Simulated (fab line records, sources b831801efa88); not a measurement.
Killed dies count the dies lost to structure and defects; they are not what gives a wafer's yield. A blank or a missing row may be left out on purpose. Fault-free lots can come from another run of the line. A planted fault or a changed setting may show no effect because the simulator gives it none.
The tool behind it: which one? | flow sky130 | 12 lots (36 wafers sampled), 1 step of a 708-step route

WHAT THE GAUGES SHOWED, per wafer
SKY_CONTACT_THK_MEAS_01.
lot  | measured     | on            | CONTACT_CVD_00_THK (nm)
L076 | day 31 18:25 | film-metro-01 | 72.9 72.8 74.7
L077 | day 31 19:57 | film-metro-04 | 74.8 75.7 76.3
L079 | day 31 23:06 | film-metro-04 | 74.9 73.8 74.7
L081 | day 32 21:03 | film-metro-02 | 73.9 75.1 75.2
L083 | day 33 06:53 | film-metro-02 | 75.2 75.6 77.9
L084 | day 33 20:19 | film-metro-01 | 75.0 75.6 76.7
L087 | day 34 09:37 | film-metro-04 | 75.0 75.7 75.6
L089 | day 35 00:48 | film-metro-01 | 75.8 77.9 76.1
L091 | day 35 22:14 | film-metro-02 | 75.7 76.4 76.2
L093 | day 36 14:53 | film-metro-02 | 73.0 75.5 74.8
L095 | day 37 02:56 | film-metro-02 | 73.2 73.9 75.4
L097 | day 37 17:51 | film-metro-01 | 74.2 74.5 75.8

TOOL THAT RAN EACH LOT (tool first, then ch and the chambers of the sampled wafers, then the start)
The record shows no process step preceding these readings.

THE ANSWER, worked out from the rows above alone
Rule: the lots themselves supply what counts as usual. Put in order of their means at a reading, lots are off if they are a third of the lots or fewer, leave a main group of 4 or more, and stand apart from it by a gap of 3 or more times the standard deviation of the main group's means; of several such gaps the widest counts. A main group whose means are all the same, to the digits that the tables above print for the reading, isn't used. Also off: a lot with no number at a reading for which 4 or more lots have one. Where the step has rows for the other lots, those lots are counted as sound.
No lot is off on any of the readings shown, so nothing can be concluded from this.

WHAT WAS PUT IN BY THE SIMULATOR
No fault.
